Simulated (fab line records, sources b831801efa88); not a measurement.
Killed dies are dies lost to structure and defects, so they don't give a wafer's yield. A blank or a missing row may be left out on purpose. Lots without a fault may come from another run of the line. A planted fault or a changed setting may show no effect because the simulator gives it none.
Which tool did it? | flow sky130 | 12 lots, 36 wafers sampled, at 5 steps of a route of 708

WHAT THE GAUGES READ, wafer by wafer
The record holds no reading of a measuring or inspecting step that can be judged against a usual standard deviation.

WHICH TOOL RAN EACH LOT (tool, then ch and the chambers of the sampled wafers, then the start)
lot  | SKY_LDD_P_STRIP_10                   | SKY_METAL2_METAL_ETCH_19          | SKY_VIA2_SPUTTER_20          | SKY_METAL3_SPUTTER_02        | SKY_PAD_OPEN_PROBE_99
L944 | plasma_asher-01 ch 0,1, day 19 07:39 | rie_metal-04 ch 0, day 35 19:09   | pvd_sputter-01, day 36 23:34 | pvd_sputter-03, day 37 00:17 | -
L945 | plasma_asher-04 ch 0,1, day 19 17:26 | rie_metal-04 ch 0, day 36 04:15   | pvd_sputter-01, day 37 08:37 | pvd_sputter-02, day 37 09:28 | -
L947 | plasma_asher-01 ch 0,1, day 21 00:09 | rie_metal-03 ch 0,1, day 37 04:32 | pvd_sputter-01, day 38 08:19 | pvd_sputter-01, day 38 09:02 | -
L948 | plasma_asher-03 ch 0,1, day 21 08:01 | rie_metal-03 ch 0,1, day 37 09:48 | pvd_sputter-01, day 38 13:05 | pvd_sputter-02, day 38 13:56 | -
L949 | plasma_asher-01 ch 0,1, day 21 20:23 | rie_metal-03 ch 0,1, day 38 00:01 | pvd_sputter-02, day 39 03:26 | pvd_sputter-01, day 39 04:19 | -
L950 | plasma_asher-01 ch 0,1, day 22 05:35 | rie_metal-01 ch 0,1, day 38 08:25 | pvd_sputter-01, day 39 11:29 | pvd_sputter-03, day 39 12:12 | -
L955 | plasma_asher-04 ch 0, day 24 04:25   | rie_metal-01 ch 0,1, day 39 17:35 | pvd_sputter-01, day 40 19:55 | pvd_sputter-02, day 40 20:38 | -
L958 | plasma_asher-01 ch 0,1, day 24 17:52 | rie_metal-04 ch 0,1, day 40 03:54 | pvd_sputter-04, day 41 06:16 | pvd_sputter-02, day 41 06:59 | prober-02, day 49 18:40
L957 | plasma_asher-01 ch 0,1, day 24 18:40 | rie_metal-03 ch 0,1, day 40 05:16 | pvd_sputter-04, day 41 07:44 | pvd_sputter-03, day 41 08:29 | prober-01, day 49 19:28
L960 | plasma_asher-04 ch 1, day 25 20:19   | rie_metal-04 ch 0,1, day 41 02:42 | pvd_sputter-01, day 42 05:14 | pvd_sputter-03, day 42 05:57 | -
L961 | plasma_asher-04 ch 0,1, day 26 04:49 | rie_metal-03 ch 0, day 41 08:15   | pvd_sputter-01, day 42 10:58 | pvd_sputter-02, day 42 11:41 | -
L962 | plasma_asher-03 ch 0,1, day 26 05:12 | rie_metal-04 ch 0,1, day 41 10:00 | pvd_sputter-04, day 42 12:05 | pvd_sputter-01, day 42 12:47 | -
- SKY_LDD_P_STRIP_10: strips in O2/N2.
- SKY_METAL2_METAL_ETCH_19: etches the open film in Cl2/BCl3, stops on SiO2, target depth 360 nm, time 78 s.
- SKY_VIA2_SPUTTER_20: material TiN, target thk 20 nm, time 80 s.
- SKY_METAL3_SPUTTER_02: material AlCu, target thk 735 nm, time 39.1 s.
- SKY_PAD_OPEN_PROBE_99

WHAT THE TOOLS THEMSELVES READ (means of the sampled wafers that have a number; where no wafer has one, the mark that the record gives instead)
SKY_LDD_P_STRIP_10. Usual: drypump_motor_current_A 5.6 A, standard deviation 0.53; oes_product_au 0.716 a.u., standard deviation 0.0048; strip_time_to_endpoint_s 14.18 s, standard deviation 0.045.
lot  | tool            | drypump_motor_current_A (A) | oes_product_au (a.u.) | strip_time_to_endpoint_s (s) | flag
L944 | plasma_asher-01 | 5.7                         | 0.714                 | 14.13                        |
L945 | plasma_asher-04 | 5.5                         | 0.712                 | 14.17                        |
L947 | plasma_asher-01 | 5.3                         | 0.717                 | 14.26                        |
L948 | plasma_asher-03 | 5.7                         | 0.714                 | 14.16                        |
L949 | plasma_asher-01 | 5.4                         | 0.718                 | 14.16                        |
L950 | plasma_asher-01 | 5.4                         | 0.712                 | 14.15                        |
L955 | plasma_asher-04 | 5.0                         | 0.715                 | 14.21                        |
L958 | plasma_asher-01 | 5.3                         | 0.724                 | 14.17                        |
L957 | plasma_asher-01 | 5.7                         | 0.719                 | 14.23                        |
L960 | plasma_asher-04 | 6.3                         | 0.715                 | 14.15                        |
L961 | plasma_asher-04 | 5.5                         | 0.714                 | 14.23                        |
L962 | plasma_asher-03 | 5.6                         | 0.717                 | 14.13                        |

SKY_METAL2_METAL_ETCH_19. Usual: bias_w 48.51 W, standard deviation 0.15; drypump_motor_current_A 5.9 A, standard deviation 0.42; he_backside_leak_sccm 3.25 sccm, standard deviation 0.19; oes_product_au 0.855 a.u., standard deviation 0.0058; throttle_valve_pct 22.264 %, standard deviation 0.0085.
lot  | tool         | bias_w (W) | drypump_motor_current_A (A) | he_backside_leak_sccm (sccm) | oes_product_au (a.u.) | throttle_valve_pct (%) | flag
L944 | rie_metal-04 | 48.29      | 5.1                         | 3.15                         | 0.841                 | 22.261                 |
L945 | rie_metal-04 | 48.63      | 5.1                         | 3.05                         | 0.856                 | 22.278                 |
L947 | rie_metal-03 | 48.37      | 6.1                         | 3.32                         | 0.852                 | 22.263                 |
L948 | rie_metal-03 | 48.49      | 6.1                         | 3.19                         | 0.850                 | 22.266                 |
L949 | rie_metal-03 | 48.48      | 6.1                         | 3.07                         | 0.857                 | 22.261                 |
L950 | rie_metal-01 | 48.56      | 6.0                         | 3.41                         | 0.851                 | 22.264                 |
L955 | rie_metal-01 | 48.47      | 6.2                         | 3.42                         | 0.856                 | 22.267                 |
L958 | rie_metal-04 | 48.54      | 5.4                         | 3.30                         | 0.857                 | 22.263                 |
L957 | rie_metal-03 | 48.45      | 6.1                         | 3.41                         | 0.856                 | 22.266                 |
L960 | rie_metal-04 | 48.65      | 5.4                         | 3.16                         | 0.856                 | 22.267                 |
L961 | rie_metal-03 | 48.26      | 6.0                         | 2.91                         | 0.857                 | 22.273                 |
L962 | rie_metal-04 | 48.42      | 5.4                         | 3.28                         | 0.854                 | 22.259                 |

SKY_VIA2_SPUTTER_20. Usual: throttle_valve_pct 30.4 %, standard deviation 0.93.
lot  | tool           | throttle_valve_pct (%) | flag
L944 | pvd_sputter-01 | 30.6                   |
L945 | pvd_sputter-01 | 30.2                   |
L947 | pvd_sputter-01 | 30.1                   |
L948 | pvd_sputter-01 | 30.3                   |
L949 | pvd_sputter-02 | 31.9                   |
L950 | pvd_sputter-01 | 30.7                   |
L955 | pvd_sputter-01 | 30.7                   |
L958 | pvd_sputter-04 | 30.3                   |
L957 | pvd_sputter-04 | 29.7                   |
L960 | pvd_sputter-01 | 30.2                   |
L961 | pvd_sputter-01 | 30.2                   |
L962 | pvd_sputter-04 | 29.8                   |

SKY_METAL3_SPUTTER_02. Usual: throttle_valve_pct 30.6 %, standard deviation 1.3.
lot  | tool           | throttle_valve_pct (%) | flag
L944 | pvd_sputter-03 | 30.7                   |
L945 | pvd_sputter-02 | 30.7                   |
L947 | pvd_sputter-01 | 30.9                   |
L948 | pvd_sputter-02 | 31.4                   |
L949 | pvd_sputter-01 | 30.4                   |
L950 | pvd_sputter-03 | 29.3                   |
L955 | pvd_sputter-02 | 30.7                   |
L958 | pvd_sputter-02 | 30.2                   |
L957 | pvd_sputter-03 | 29.9                   |
L960 | pvd_sputter-03 | 30.1                   |
L961 | pvd_sputter-02 | 30.2                   |
L962 | pvd_sputter-01 | 30.6                   |

SKY_PAD_OPEN_PROBE_99. Usual: killed_at_M0_to_M3 43, standard deviation 7.1; killed_at_M4_up 3.2, standard deviation 1.9; killed_at_contacts 23, standard deviation 5.1; killed_at_front_end 15, standard deviation 4.5; killed_at_other 0.4, standard deviation 0.65; killed_dies 85, standard deviation 9.4; killed_open 47, standard deviation 6.8; killed_short 38, standard deviation 6.1.
lot  | tool      | killed_at_M0_to_M3 | killed_at_M4_up | killed_at_contacts | killed_at_front_end | killed_at_other | killed_dies | killed_open | killed_short | flag
L958 | prober-02 | 44                 | 2.7             | 22                 | 29                  | 0.3             | 98          | 44          | 37           | OFF
L957 | prober-01 | 40                 | 3.7             | 19                 | 43                  | 0.7             | 107         | 43          | 29           | OFF

THE ANSWER, worked out from the rows above alone
Rule: a lot is off if the mean of its wafers that have a number lies more than 3 standard deviations from the usual mean. A lot without any number at a reading at which 4 lots or more have one is off too. The other lots that the step has rows for count as sound. The gauges are gone through in route order, then the tools' own readings, and for those a lot's mean is taken as printed above. The first step at which some lot is off is used, and at that step the reading that is off furthest; a lot without a number counts as furthest.
Off: L958, L957, at SKY_PAD_OPEN_PROBE_99 (killed_at_front_end). Neither off nor sound, because the step has no rows for them: L944, L945, L947, L948, L949, L950, L955, L960, L961, L962.
A tool fits if, at that step or a process step before it, it ran every lot that is off, and no sound lot after the first of them. Can't be told from this: 2 tools fit, plasma_asher-01 at SKY_LDD_P_STRIP_10, pvd_sputter-04 at SKY_VIA2_SPUTTER_20.

WHAT THE SIMULATOR HAD PUT IN
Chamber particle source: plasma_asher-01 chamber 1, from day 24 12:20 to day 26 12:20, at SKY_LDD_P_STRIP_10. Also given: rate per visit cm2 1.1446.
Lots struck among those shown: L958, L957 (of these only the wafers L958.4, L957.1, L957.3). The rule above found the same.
